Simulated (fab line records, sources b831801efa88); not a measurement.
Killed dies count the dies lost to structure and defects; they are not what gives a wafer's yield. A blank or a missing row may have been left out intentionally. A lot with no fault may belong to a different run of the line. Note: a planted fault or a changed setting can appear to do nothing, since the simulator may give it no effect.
Which tool is to blame? || flow sky130 || Sampling: 24 lots, 72 wafers, 6 of 708 route steps

== WHAT EACH GAUGE READ, for each wafer ==
SKY_METAL4_OVL_MEAS_14. Usual: METAL4_OVL 1 nm, standard deviation 5.1.
{"lot": "L074", "measured": "day 42 00:11", "on": "overlay-01", "METAL4_OVL (nm)": "3 0 -1", "flag": ""}
{"lot": "L075", "measured": "day 42 04:37", "on": "overlay-01", "METAL4_OVL (nm)": "14 1 5", "flag": ""}
{"lot": "L076", "measured": "day 42 08:19", "on": "overlay-01", "METAL4_OVL (nm)": "3 0 3", "flag": ""}
{"lot": "L077", "measured": "day 42 13:46", "on": "overlay-02", "METAL4_OVL (nm)": "0 1 -2", "flag": ""}
{"lot": "L078", "measured": "day 42 22:07", "on": "overlay-01", "METAL4_OVL (nm)": "-4 -1 -8", "flag": ""}
{"lot": "L079", "measured": "day 43 04:55", "on": "overlay-01", "METAL4_OVL (nm)": "9 5 6", "flag": ""}
{"lot": "L080", "measured": "day 43 11:37", "on": "overlay-02", "METAL4_OVL (nm)": "1 5 6", "flag": ""}
{"lot": "L081", "measured": "day 44 06:37", "on": "overlay-02", "METAL4_OVL (nm)": "7 3 6", "flag": ""}
{"lot": "L082", "measured": "day 44 07:28", "on": "overlay-01", "METAL4_OVL (nm)": "-11 0 3", "flag": ""}
{"lot": "L083", "measured": "day 44 07:28", "on": "overlay-02", "METAL4_OVL (nm)": "11 1 8", "flag": ""}
{"lot": "L084", "measured": "day 44 09:49", "on": "overlay-01", "METAL4_OVL (nm)": "-5 -8 1", "flag": ""}
{"lot": "L085", "measured": "day 44 19:55", "on": "overlay-01", "METAL4_OVL (nm)": "-2 -3 0", "flag": ""}
{"lot": "L086", "measured": "day 45 02:52", "on": "overlay-01", "METAL4_OVL (nm)": "-1 -5 -5", "flag": ""}
{"lot": "L087", "measured": "day 45 14:37", "on": "overlay-01", "METAL4_OVL (nm)": "-10 -6 -9", "flag": ""}
{"lot": "L088", "measured": "day 45 14:40", "on": "overlay-02", "METAL4_OVL (nm)": "6 2 2", "flag": ""}
{"lot": "L089", "measured": "day 45 22:46", "on": "overlay-01", "METAL4_OVL (nm)": "-2 -4 -7", "flag": ""}
{"lot": "L090", "measured": "day 46 01:28", "on": "overlay-02", "METAL4_OVL (nm)": "5 9 4", "flag": ""}
{"lot": "L091", "measured": "day 46 10:13", "on": "overlay-02", "METAL4_OVL (nm)": "7 4 10", "flag": ""}
{"lot": "L092", "measured": "day 46 15:58", "on": "overlay-01", "METAL4_OVL (nm)": "2 3 5", "flag": ""}
{"lot": "L093", "measured": "day 46 16:55", "on": "overlay-02", "METAL4_OVL (nm)": "8 1 4", "flag": ""}
{"lot": "L094", "measured": "day 46 23:13", "on": "overlay-02", "METAL4_OVL (nm)": "5 4 -4", "flag": ""}
{"lot": "L095", "measured": "day 47 08:04", "on": "overlay-01", "METAL4_OVL (nm)": "3 -1 -1", "flag": ""}
{"lot": "L096", "measured": "day 47 12:58", "on": "overlay-01", "METAL4_OVL (nm)": "7 2 -3", "flag": ""}
{"lot": "L097", "measured": "day 47 17:22", "on": "overlay-02", "METAL4_OVL (nm)": "-4 -9 -1", "flag": ""}

== EACH LOT AND THE TOOL THAT RAN IT (in order: tool; ch and the chambers of the sampled wafers; start) ==
{"lot": "L074", "SKY_METAL2_SPUTTER_04": "pvd sputter-01, day 34 06:30", "SKY_METAL2_DESCUM_17": "rie metal-01 ch 0,1, day 35 09:09", "SKY_METAL3_ETCH_17": "rie diel-04 ch 1,2, day 38 19:29", "SKY_METAL4_SPUTTER_00": "pvd sputter-03, day 39 22:56", "SKY_METAL4_SPUTTER_04": "pvd sputter-03, day 39 23:03"}
{"lot": "L075", "SKY_METAL2_SPUTTER_04": "pvd sputter-02, day 34 11:24", "SKY_METAL2_DESCUM_17": "rie metal-04 ch 0,1, day 35 13:56", "SKY_METAL3_ETCH_17": "rie diel-02 ch 0,2,3, day 38 23:53", "SKY_METAL4_SPUTTER_00": "pvd sputter-03, day 40 03:34", "SKY_METAL4_SPUTTER_04": "pvd sputter-03, day 40 03:41"}
{"lot": "L076", "SKY_METAL2_SPUTTER_04": "pvd sputter-04, day 34 16:12", "SKY_METAL2_DESCUM_17": "rie metal-04 ch 0,1, day 35 19:23", "SKY_METAL3_ETCH_17": "rie diel-01 ch 0,2,3, day 39 04:55", "SKY_METAL4_SPUTTER_00": "pvd sputter-03, day 40 07:59", "SKY_METAL4_SPUTTER_04": "pvd sputter-03, day 40 08:05"}
{"lot": "L077", "SKY_METAL2_SPUTTER_04": "pvd sputter-04, day 34 23:10", "SKY_METAL2_DESCUM_17": "rie metal-04 ch 0,1, day 36 01:06", "SKY_METAL3_ETCH_17": "rie diel-04 ch 2,3, day 39 10:10", "SKY_METAL4_SPUTTER_00": "pvd sputter-02, day 40 12:58", "SKY_METAL4_SPUTTER_04": "pvd sputter-02, day 40 13:04"}
{"lot": "L078", "SKY_METAL2_SPUTTER_04": "pvd sputter-01, day 35 06:28", "SKY_METAL2_DESCUM_17": "rie metal-04 ch 0,1, day 36 09:20", "SKY_METAL3_ETCH_17": "rie diel-01 ch 0,1,2, day 39 18:32", "SKY_METAL4_SPUTTER_00": "pvd sputter-04, day 40 21:55", "SKY_METAL4_SPUTTER_04": "pvd sputter-04, day 40 22:02"}
{"lot": "L079", "SKY_METAL2_SPUTTER_04": "pvd sputter-01, day 35 15:04", "SKY_METAL2_DESCUM_17": "rie metal-02 ch 1, day 36 17:21", "SKY_METAL3_ETCH_17": "rie diel-04 ch 0, day 40 01:59", "SKY_METAL4_SPUTTER_00": "pvd sputter-04, day 41 04:40", "SKY_METAL4_SPUTTER_04": "pvd sputter-04, day 41 04:46"}
{"lot": "L080", "SKY_METAL2_SPUTTER_04": "pvd sputter-04, day 35 23:00", "SKY_METAL2_DESCUM_17": "rie metal-01 ch 0,1, day 37 02:17", "SKY_METAL3_ETCH_17": "rie diel-04 ch 0,1,2, day 40 09:53", "SKY_METAL4_SPUTTER_00": "pvd sputter-02, day 41 12:20", "SKY_METAL4_SPUTTER_04": "pvd sputter-02, day 41 12:27"}
{"lot": "L081", "SKY_METAL2_SPUTTER_04": "pvd sputter-01, day 36 19:20", "SKY_METAL2_DESCUM_17": "rie metal-01 ch 0,1, day 37 22:11", "SKY_METAL3_ETCH_17": "rie diel-02 ch 0,2,3, day 41 04:56", "SKY_METAL4_SPUTTER_00": "pvd sputter-02, day 42 07:31", "SKY_METAL4_SPUTTER_04": "pvd sputter-02, day 42 07:37"}
{"lot": "L082", "SKY_METAL2_SPUTTER_04": "pvd sputter-04, day 36 21:29", "SKY_METAL2_DESCUM_17": "rie metal-04 ch 0, day 38 00:18", "SKY_METAL3_ETCH_17": "rie diel-01 ch 1,3, day 41 05:19", "SKY_METAL4_SPUTTER_00": "pvd sputter-02, day 42 07:53", "SKY_METAL4_SPUTTER_04": "pvd sputter-02, day 42 07:59"}
{"lot": "L083", "SKY_METAL2_SPUTTER_04": "pvd sputter-02, day 36 22:06", "SKY_METAL2_DESCUM_17": "rie metal-01 ch 0, day 38 00:46", "SKY_METAL3_ETCH_17": "rie diel-02 ch 0,1,3, day 41 05:59", "SKY_METAL4_SPUTTER_00": "pvd sputter-02, day 42 08:55", "SKY_METAL4_SPUTTER_04": "pvd sputter-02, day 42 09:01"}
{"lot": "L084", "SKY_METAL2_SPUTTER_04": "pvd sputter-04, day 37 01:47", "SKY_METAL2_DESCUM_17": "rie metal-01 ch 1, day 38 04:00", "SKY_METAL3_ETCH_17": "rie diel-04 ch 0,1,3, day 41 08:44", "SKY_METAL4_SPUTTER_00": "pvd sputter-03, day 42 11:50", "SKY_METAL4_SPUTTER_04": "pvd sputter-03, day 42 11:56"}
{"lot": "L085", "SKY_METAL2_SPUTTER_04": "pvd sputter-01, day 37 11:36", "SKY_METAL2_DESCUM_17": "rie metal-01 ch 0, day 38 13:39", "SKY_METAL3_ETCH_17": "rie diel-04 ch 1,3, day 41 18:29", "SKY_METAL4_SPUTTER_00": "pvd sputter-02, day 42 21:17", "SKY_METAL4_SPUTTER_04": "pvd sputter-02, day 42 21:24"}
{"lot": "L086", "SKY_METAL2_SPUTTER_04": "pvd sputter-01, day 37 21:01", "SKY_METAL2_DESCUM_17": "rie metal-04 ch 0,1, day 38 22:39", "SKY_METAL3_ETCH_17": "rie diel-01 ch 1,2,3, day 42 02:26", "SKY_METAL4_SPUTTER_00": "pvd sputter-03, day 43 04:30", "SKY_METAL4_SPUTTER_04": "pvd sputter-03, day 43 04:37"}
{"lot": "L087", "SKY_METAL2_SPUTTER_04": "pvd sputter-01, day 38 09:22", "SKY_METAL2_DESCUM_17": "rie metal-02 ch 0,1, day 39 10:57", "SKY_METAL3_ETCH_17": "rie diel-01 ch 0,2,3, day 42 15:02", "SKY_METAL4_SPUTTER_00": "pvd sputter-03, day 43 16:45", "SKY_METAL4_SPUTTER_04": "pvd sputter-03, day 43 16:52"}
{"lot": "L088", "SKY_METAL2_SPUTTER_04": "pvd sputter-04, day 38 11:11", "SKY_METAL2_DESCUM_17": "rie metal-04 ch 0,1, day 39 11:36", "SKY_METAL3_ETCH_17": "rie diel-04 ch 0,2, day 42 15:23", "SKY_METAL4_SPUTTER_00": "pvd sputter-02, day 43 16:58", "SKY_METAL4_SPUTTER_04": "pvd sputter-02, day 43 17:04"}
{"lot": "L089", "SKY_METAL2_SPUTTER_04": "pvd sputter-01, day 38 18:28", "SKY_METAL2_DESCUM_17": "rie metal-04 ch 0,1, day 39 19:30", "SKY_METAL3_ETCH_17": "rie diel-01 ch 0,2,3, day 42 23:25", "SKY_METAL4_SPUTTER_00": "pvd sputter-03, day 44 01:26", "SKY_METAL4_SPUTTER_04": "pvd sputter-03, day 44 01:32"}
{"lot": "L090", "SKY_METAL2_SPUTTER_04": "pvd sputter-01, day 39 00:30", "SKY_METAL2_DESCUM_17": "rie metal-01 ch 1, day 40 00:00", "SKY_METAL3_ETCH_17": "rie diel-01 ch 1,2,3, day 43 03:32", "SKY_METAL4_SPUTTER_00": "pvd sputter-04, day 44 05:19", "SKY_METAL4_SPUTTER_04": "pvd sputter-04, day 44 05:25"}
{"lot": "L091", "SKY_METAL2_SPUTTER_04": "pvd sputter-02, day 39 11:21", "SKY_METAL2_DESCUM_17": "rie metal-02 ch 0,1, day 40 11:15", "SKY_METAL3_ETCH_17": "rie diel-04 ch 0,1,3, day 43 12:58", "SKY_METAL4_SPUTTER_00": "pvd sputter-02, day 44 14:25", "SKY_METAL4_SPUTTER_04": "pvd sputter-02, day 44 14:32"}
{"lot": "L092", "SKY_METAL2_SPUTTER_04": "pvd sputter-04, day 39 16:53", "SKY_METAL2_DESCUM_17": "rie metal-04 ch 1, day 40 17:27", "SKY_METAL3_ETCH_17": "rie diel-04 ch 0,2,3, day 43 19:53", "SKY_METAL4_SPUTTER_00": "pvd sputter-04, day 44 21:31", "SKY_METAL4_SPUTTER_04": "pvd sputter-04, day 44 21:37"}
{"lot": "L093", "SKY_METAL2_SPUTTER_04": "pvd sputter-02, day 39 18:50", "SKY_METAL2_DESCUM_17": "rie metal-02 ch 0,1, day 40 19:36", "SKY_METAL3_ETCH_17": "rie diel-04 ch 0,1,3, day 43 21:52", "SKY_METAL4_SPUTTER_00": "pvd sputter-04, day 44 22:54", "SKY_METAL4_SPUTTER_04": "pvd sputter-04, day 44 23:00"}
{"lot": "L094", "SKY_METAL2_SPUTTER_04": "pvd sputter-01, day 40 03:20", "SKY_METAL2_DESCUM_17": "rie metal-04 ch 0,1, day 41 03:39", "SKY_METAL3_ETCH_17": "rie diel-04 ch 0,2,3, day 44 04:11", "SKY_METAL4_SPUTTER_00": "pvd sputter-03, day 45 05:28", "SKY_METAL4_SPUTTER_04": "pvd sputter-03, day 45 05:34"}
{"lot": "L095", "SKY_METAL2_SPUTTER_04": "pvd sputter-04, day 40 12:20", "SKY_METAL2_DESCUM_17": "rie metal-02 ch 0,1, day 41 12:39", "SKY_METAL3_ETCH_17": "rie diel-01 ch 0,2,3, day 44 13:40", "SKY_METAL4_SPUTTER_00": "pvd sputter-04, day 45 14:02", "SKY_METAL4_SPUTTER_04": "pvd sputter-04, day 45 14:08"}
{"lot": "L096", "SKY_METAL2_SPUTTER_04": "pvd sputter-04, day 40 17:47", "SKY_METAL2_DESCUM_17": "rie metal-02 ch 1, day 41 17:39", "SKY_METAL3_ETCH_17": "rie diel-02 ch 0,3, day 44 18:47", "SKY_METAL4_SPUTTER_00": "pvd sputter-03, day 45 20:25", "SKY_METAL4_SPUTTER_04": "pvd sputter-03, day 45 20:31"}
{"lot": "L097", "SKY_METAL2_SPUTTER_04": "pvd sputter-04, day 40 23:45", "SKY_METAL2_DESCUM_17": "rie metal-04 ch 0,1, day 41 23:48", "SKY_METAL3_ETCH_17": "rie diel-01 ch 1,2,3, day 45 00:23", "SKY_METAL4_SPUTTER_00": "pvd sputter-04, day 46 01:34", "SKY_METAL4_SPUTTER_04": "pvd sputter-04, day 46 01:41"}
- SKY_METAL2_SPUTTER_04: material TiN, target thk 70 nm, time 58.3 s.
- SKY_METAL2_DESCUM_17: chemistry O2, time 8 s.
- SKY_METAL3_ETCH_17: etches SiO2 in C4F8/O2/Ar, stops on TiN, time 3.9 s, target depth 15 nm.
- SKY_METAL4_SPUTTER_00: material Ti, target thk 15 nm, time 10 s.
- SKY_METAL4_SPUTTER_04: material TiN, target thk 70 nm, time 58.3 s.

== WHAT THE TOOLS THEMSELVES READ (means of the sampled wafers that have a number; where no wafer has one, the mark that the record gives instead) ==
SKY_METAL2_SPUTTER_04. Usual: throttle valve pct reads 29.9 % (standard deviation 0.89).
{"lot": "L074", "tool": "pvd sputter-01", "throttle valve pct (%)": 29.2, "flag": ""}
{"lot": "L075", "tool": "pvd sputter-02", "throttle valve pct (%)": 30.3, "flag": ""}
{"lot": "L076", "tool": "pvd sputter-04", "throttle valve pct (%)": 30.1, "flag": ""}
{"lot": "L077", "tool": "pvd sputter-04", "throttle valve pct (%)": 30.3, "flag": ""}
{"lot": "L078", "tool": "pvd sputter-01", "throttle valve pct (%)": 29.1, "flag": ""}
{"lot": "L079", "tool": "pvd sputter-01", "throttle valve pct (%)": 30.0, "flag": ""}
{"lot": "L080", "tool": "pvd sputter-04", "throttle valve pct (%)": 29.8, "flag": ""}
{"lot": "L081", "tool": "pvd sputter-01", "throttle valve pct (%)": 29.3, "flag": ""}
{"lot": "L082", "tool": "pvd sputter-04", "throttle valve pct (%)": 29.7, "flag": ""}
{"lot": "L083", "tool": "pvd sputter-02", "throttle valve pct (%)": 31.3, "flag": ""}
{"lot": "L084", "tool": "pvd sputter-04", "throttle valve pct (%)": 30.0, "flag": ""}
{"lot": "L085", "tool": "pvd sputter-01", "throttle valve pct (%)": 29.1, "flag": ""}
{"lot": "L086", "tool": "pvd sputter-01", "throttle valve pct (%)": 29.2, "flag": ""}
{"lot": "L087", "tool": "pvd sputter-01", "throttle valve pct (%)": 30.0, "flag": ""}
{"lot": "L088", "tool": "pvd sputter-04", "throttle valve pct (%)": 30.0, "flag": ""}
{"lot": "L089", "tool": "pvd sputter-01", "throttle valve pct (%)": 29.7, "flag": ""}
{"lot": "L090", "tool": "pvd sputter-01", "throttle valve pct (%)": 30.2, "flag": ""}
{"lot": "L091", "tool": "pvd sputter-02", "throttle valve pct (%)": 30.5, "flag": ""}
{"lot": "L092", "tool": "pvd sputter-04", "throttle valve pct (%)": 29.9, "flag": ""}
{"lot": "L093", "tool": "pvd sputter-02", "throttle valve pct (%)": 30.1, "flag": ""}
{"lot": "L094", "tool": "pvd sputter-01", "throttle valve pct (%)": 29.3, "flag": ""}
{"lot": "L095", "tool": "pvd sputter-04", "throttle valve pct (%)": 30.0, "flag": ""}
{"lot": "L096", "tool": "pvd sputter-04", "throttle valve pct (%)": 29.8, "flag": ""}
{"lot": "L097", "tool": "pvd sputter-04", "throttle valve pct (%)": 29.9, "flag": ""}

SKY_METAL2_DESCUM_17. Usual: chamber pressure mTorr 9.999 mTorr, standard deviation 0.0082; drypump motor current A 6.06 A, standard deviation 0.26; oes product au 0.999 a.u., standard deviation 0.0076.
{"lot": "L074", "tool": "rie metal-01", "chamber pressure mTorr (mTorr)": 10.004, "drypump motor current A (A)": 6.25, "oes product au (a.u.)": 0.991, "flag": ""}
{"lot": "L075", "tool": "rie metal-04", "chamber pressure mTorr (mTorr)": 10.001, "drypump motor current A (A)": 5.83, "oes product au (a.u.)": 1.005, "flag": ""}
{"lot": "L076", "tool": "rie metal-04", "chamber pressure mTorr (mTorr)": 9.994, "drypump motor current A (A)": 5.83, "oes product au (a.u.)": 1.006, "flag": ""}
{"lot": "L077", "tool": "rie metal-04", "chamber pressure mTorr (mTorr)": 10.005, "drypump motor current A (A)": 5.84, "oes product au (a.u.)": 1.000, "flag": ""}
{"lot": "L078", "tool": "rie metal-04", "chamber pressure mTorr (mTorr)": 10.001, "drypump motor current A (A)": 5.81, "oes product au (a.u.)": 0.998, "flag": ""}
{"lot": "L079", "tool": "rie metal-02", "chamber pressure mTorr (mTorr)": 10.001, "drypump motor current A (A)": 6.28, "oes product au (a.u.)": 1.001, "flag": ""}
{"lot": "L080", "tool": "rie metal-01", "chamber pressure mTorr (mTorr)": 9.993, "drypump motor current A (A)": 6.41, "oes product au (a.u.)": 0.994, "flag": ""}
{"lot": "L081", "tool": "rie metal-01", "chamber pressure mTorr (mTorr)": 9.995, "drypump motor current A (A)": 6.41, "oes product au (a.u.)": 0.992, "flag": ""}
{"lot": "L082", "tool": "rie metal-04", "chamber pressure mTorr (mTorr)": 10.001, "drypump motor current A (A)": 5.87, "oes product au (a.u.)": 1.011, "flag": ""}
{"lot": "L083", "tool": "rie metal-01", "chamber pressure mTorr (mTorr)": 9.995, "drypump motor current A (A)": 6.12, "oes product au (a.u.)": 0.996, "flag": ""}
{"lot": "L084", "tool": "rie metal-01", "chamber pressure mTorr (mTorr)": 9.994, "drypump motor current A (A)": 6.57, "oes product au (a.u.)": 1.001, "flag": ""}
{"lot": "L085", "tool": "rie metal-01", "chamber pressure mTorr (mTorr)": 10.003, "drypump motor current A (A)": 6.11, "oes product au (a.u.)": 0.984, "flag": ""}
{"lot": "L086", "tool": "rie metal-04", "chamber pressure mTorr (mTorr)": 10.009, "drypump motor current A (A)": 5.83, "oes product au (a.u.)": 1.002, "flag": ""}
{"lot": "L087", "tool": "rie metal-02", "chamber pressure mTorr (mTorr)": 9.996, "drypump motor current A (A)": 6.10, "oes product au (a.u.)": 0.997, "flag": ""}
{"lot": "L088", "tool": "rie metal-04", "chamber pressure mTorr (mTorr)": 9.993, "drypump motor current A (A)": 5.80, "oes product au (a.u.)": 0.998, "flag": ""}
{"lot": "L089", "tool": "rie metal-04", "chamber pressure mTorr (mTorr)": 9.998, "drypump motor current A (A)": 5.80, "oes product au (a.u.)": 0.999, "flag": ""}
{"lot": "L090", "tool": "rie metal-01", "chamber pressure mTorr (mTorr)": 10.000, "drypump motor current A (A)": 6.55, "oes product au (a.u.)": 0.994, "flag": ""}
{"lot": "L091", "tool": "rie metal-02", "chamber pressure mTorr (mTorr)": 10.000, "drypump motor current A (A)": 6.19, "oes product au (a.u.)": 1.009, "flag": ""}
{"lot": "L092", "tool": "rie metal-04", "chamber pressure mTorr (mTorr)": 10.000, "drypump motor current A (A)": 5.78, "oes product au (a.u.)": 0.998, "flag": ""}
{"lot": "L093", "tool": "rie metal-02", "chamber pressure mTorr (mTorr)": 9.997, "drypump motor current A (A)": 6.19, "oes product au (a.u.)": 1.009, "flag": ""}
{"lot": "L094", "tool": "rie metal-04", "chamber pressure mTorr (mTorr)": 10.000, "drypump motor current A (A)": 5.84, "oes product au (a.u.)": 1.008, "flag": ""}
{"lot": "L095", "tool": "rie metal-02", "chamber pressure mTorr (mTorr)": 9.996, "drypump motor current A (A)": 6.12, "oes product au (a.u.)": 0.995, "flag": ""}
{"lot": "L096", "tool": "rie metal-02", "chamber pressure mTorr (mTorr)": 10.001, "drypump motor current A (A)": 6.25, "oes product au (a.u.)": 0.997, "flag": ""}
{"lot": "L097", "tool": "rie metal-04", "chamber pressure mTorr (mTorr)": 9.999, "drypump motor current A (A)": 5.85, "oes product au (a.u.)": 1.007, "flag": ""}

SKY_METAL3_ETCH_17. Usual: chamber pressure mTorr 40.00 mTorr, standard deviation 0.067; oes product au 0.755 a.u., standard deviation 0.0068.
{"lot": "L074", "tool": "rie diel-04", "chamber pressure mTorr (mTorr)": 39.99, "oes product au (a.u.)": 0.758, "flag": ""}
{"lot": "L075", "tool": "rie diel-02", "chamber pressure mTorr (mTorr)": 40.02, "oes product au (a.u.)": 0.760, "flag": ""}
{"lot": "L076", "tool": "rie diel-01", "chamber pressure mTorr (mTorr)": 40.00, "oes product au (a.u.)": 0.753, "flag": ""}
{"lot": "L077", "tool": "rie diel-04", "chamber pressure mTorr (mTorr)": 40.01, "oes product au (a.u.)": 0.758, "flag": ""}
{"lot": "L078", "tool": "rie diel-01", "chamber pressure mTorr (mTorr)": 39.96, "oes product au (a.u.)": 0.764, "flag": ""}
{"lot": "L079", "tool": "rie diel-04", "chamber pressure mTorr (mTorr)": 39.98, "oes product au (a.u.)": 0.750, "flag": ""}
{"lot": "L080", "tool": "rie diel-04", "chamber pressure mTorr (mTorr)": 40.00, "oes product au (a.u.)": 0.745, "flag": ""}
{"lot": "L081", "tool": "rie diel-02", "chamber pressure mTorr (mTorr)": 40.00, "oes product au (a.u.)": 0.758, "flag": ""}
{"lot": "L082", "tool": "rie diel-01", "chamber pressure mTorr (mTorr)": 39.98, "oes product au (a.u.)": 0.757, "flag": ""}
{"lot": "L083", "tool": "rie diel-02", "chamber pressure mTorr (mTorr)": 40.00, "oes product au (a.u.)": 0.756, "flag": ""}
{"lot": "L084", "tool": "rie diel-04", "chamber pressure mTorr (mTorr)": 40.01, "oes product au (a.u.)": 0.752, "flag": ""}
{"lot": "L085", "tool": "rie diel-04", "chamber pressure mTorr (mTorr)": 40.01, "oes product au (a.u.)": 0.757, "flag": ""}
{"lot": "L086", "tool": "rie diel-01", "chamber pressure mTorr (mTorr)": 39.99, "oes product au (a.u.)": 0.754, "flag": ""}
{"lot": "L087", "tool": "rie diel-01", "chamber pressure mTorr (mTorr)": 40.00, "oes product au (a.u.)": 0.750, "flag": ""}
{"lot": "L088", "tool": "rie diel-04", "chamber pressure mTorr (mTorr)": 40.00, "oes product au (a.u.)": 0.753, "flag": ""}
{"lot": "L089", "tool": "rie diel-01", "chamber pressure mTorr (mTorr)": 40.00, "oes product au (a.u.)": 0.755, "flag": ""}
{"lot": "L090", "tool": "rie diel-01", "chamber pressure mTorr (mTorr)": 39.96, "oes product au (a.u.)": 0.751, "flag": ""}
{"lot": "L091", "tool": "rie diel-04", "chamber pressure mTorr (mTorr)": 39.98, "oes product au (a.u.)": 0.748, "flag": ""}
{"lot": "L092", "tool": "rie diel-04", "chamber pressure mTorr (mTorr)": 39.98, "oes product au (a.u.)": 0.754, "flag": ""}
{"lot": "L093", "tool": "rie diel-04", "chamber pressure mTorr (mTorr)": 39.97, "oes product au (a.u.)": 0.750, "flag": ""}
{"lot": "L094", "tool": "rie diel-04", "chamber pressure mTorr (mTorr)": 40.00, "oes product au (a.u.)": 0.756, "flag": ""}
{"lot": "L095", "tool": "rie diel-01", "chamber pressure mTorr (mTorr)": 40.01, "oes product au (a.u.)": 0.762, "flag": ""}
{"lot": "L096", "tool": "rie diel-02", "chamber pressure mTorr (mTorr)": 39.98, "oes product au (a.u.)": 0.755, "flag": ""}
{"lot": "L097", "tool": "rie diel-01", "chamber pressure mTorr (mTorr)": 40.02, "oes product au (a.u.)": 0.750, "flag": ""}

SKY_METAL4_SPUTTER_00. Usual: throttle valve pct reads 30.0 % (standard deviation 1).
{"lot": "L074", "tool": "pvd sputter-03", "throttle valve pct (%)": 30.0, "flag": ""}
{"lot": "L075", "tool": "pvd sputter-03", "throttle valve pct (%)": 29.2, "flag": ""}
{"lot": "L076", "tool": "pvd sputter-03", "throttle valve pct (%)": 29.3, "flag": ""}
{"lot": "L077", "tool": "pvd sputter-02", "throttle valve pct (%)": 30.8, "flag": ""}
{"lot": "L078", "tool": "pvd sputter-04", "throttle valve pct (%)": 29.9, "flag": ""}
{"lot": "L079", "tool": "pvd sputter-04", "throttle valve pct (%)": 30.2, "flag": ""}
{"lot": "L080", "tool": "pvd sputter-02", "throttle valve pct (%)": 30.5, "flag": ""}
{"lot": "L081", "tool": "pvd sputter-02", "throttle valve pct (%)": 31.0, "flag": ""}
{"lot": "L082", "tool": "pvd sputter-02", "throttle valve pct (%)": 30.5, "flag": ""}
{"lot": "L083", "tool": "pvd sputter-02", "throttle valve pct (%)": 29.4, "flag": ""}
{"lot": "L084", "tool": "pvd sputter-03", "throttle valve pct (%)": 30.3, "flag": ""}
{"lot": "L085", "tool": "pvd sputter-02", "throttle valve pct (%)": 31.3, "flag": ""}
{"lot": "L086", "tool": "pvd sputter-03", "throttle valve pct (%)": 30.0, "flag": ""}
{"lot": "L087", "tool": "pvd sputter-03", "throttle valve pct (%)": 29.7, "flag": ""}
{"lot": "L088", "tool": "pvd sputter-02", "throttle valve pct (%)": 30.3, "flag": ""}
{"lot": "L089", "tool": "pvd sputter-03", "throttle valve pct (%)": 29.4, "flag": ""}
{"lot": "L090", "tool": "pvd sputter-04", "throttle valve pct (%)": 30.5, "flag": ""}
{"lot": "L091", "tool": "pvd sputter-02", "throttle valve pct (%)": 30.3, "flag": ""}
{"lot": "L092", "tool": "pvd sputter-04", "throttle valve pct (%)": 30.1, "flag": ""}
{"lot": "L093", "tool": "pvd sputter-04", "throttle valve pct (%)": 30.3, "flag": ""}
{"lot": "L094", "tool": "pvd sputter-03", "throttle valve pct (%)": 29.2, "flag": ""}
{"lot": "L095", "tool": "pvd sputter-04", "throttle valve pct (%)": 29.9, "flag": ""}
{"lot": "L096", "tool": "pvd sputter-03", "throttle valve pct (%)": 29.8, "flag": ""}
{"lot": "L097", "tool": "pvd sputter-04", "throttle valve pct (%)": 30.4, "flag": ""}

SKY_METAL4_SPUTTER_04. Usual: throttle valve pct reads 30.0 % (standard deviation 1).
{"lot": "L074", "tool": "pvd sputter-03", "throttle valve pct (%)": 29.9, "flag": ""}
{"lot": "L075", "tool": "pvd sputter-03", "throttle valve pct (%)": 29.2, "flag": ""}
{"lot": "L076", "tool": "pvd sputter-03", "throttle valve pct (%)": 29.2, "flag": ""}
{"lot": "L077", "tool": "pvd sputter-02", "throttle valve pct (%)": 30.7, "flag": ""}
{"lot": "L078", "tool": "pvd sputter-04", "throttle valve pct (%)": 29.8, "flag": ""}
{"lot": "L079", "tool": "pvd sputter-04", "throttle valve pct (%)": 29.9, "flag": ""}
{"lot": "L080", "tool": "pvd sputter-02", "throttle valve pct (%)": 30.4, "flag": ""}
{"lot": "L081", "tool": "pvd sputter-02", "throttle valve pct (%)": 30.9, "flag": ""}
{"lot": "L082", "tool": "pvd sputter-02", "throttle valve pct (%)": 30.5, "flag": ""}
{"lot": "L083", "tool": "pvd sputter-02", "throttle valve pct (%)": 29.5, "flag": ""}
{"lot": "L084", "tool": "pvd sputter-03", "throttle valve pct (%)": 30.1, "flag": ""}
{"lot": "L085", "tool": "pvd sputter-02", "throttle valve pct (%)": 31.3, "flag": ""}
{"lot": "L086", "tool": "pvd sputter-03", "throttle valve pct (%)": 29.8, "flag": ""}
{"lot": "L087", "tool": "pvd sputter-03", "throttle valve pct (%)": 29.7, "flag": ""}
{"lot": "L088", "tool": "pvd sputter-02", "throttle valve pct (%)": 30.0, "flag": ""}
{"lot": "L089", "tool": "pvd sputter-03", "throttle valve pct (%)": 29.3, "flag": ""}
{"lot": "L090", "tool": "pvd sputter-04", "throttle valve pct (%)": 30.1, "flag": ""}
{"lot": "L091", "tool": "pvd sputter-02", "throttle valve pct (%)": 30.1, "flag": ""}
{"lot": "L092", "tool": "pvd sputter-04", "throttle valve pct (%)": 29.9, "flag": ""}
{"lot": "L093", "tool": "pvd sputter-04", "throttle valve pct (%)": 30.2, "flag": ""}
{"lot": "L094", "tool": "pvd sputter-03", "throttle valve pct (%)": 29.2, "flag": ""}
{"lot": "L095", "tool": "pvd sputter-04", "throttle valve pct (%)": 29.8, "flag": ""}
{"lot": "L096", "tool": "pvd sputter-03", "throttle valve pct (%)": 29.8, "flag": ""}
{"lot": "L097", "tool": "pvd sputter-04", "throttle valve pct (%)": 30.5, "flag": ""}

== THE ANSWER, worked out from the rows above alone ==
Rule: a lot is off if the mean of its wafers that have a number lies more than 3 standard deviations from the usual mean. Also off: a lot with no number at a reading for which 4 or more lots have one. Where the step has rows for the other lots, those lots are counted as sound. After the gauges, taken in route order, come the tools' own readings; for these a lot's mean is taken, as printed above. At the first step where some lot is off, the reading lying furthest off is the one used; lots without a number count as furthest.
None of the lots is off at any reading shown; this tells nothing.

== WHAT THE SIMULATOR PUT IN ==
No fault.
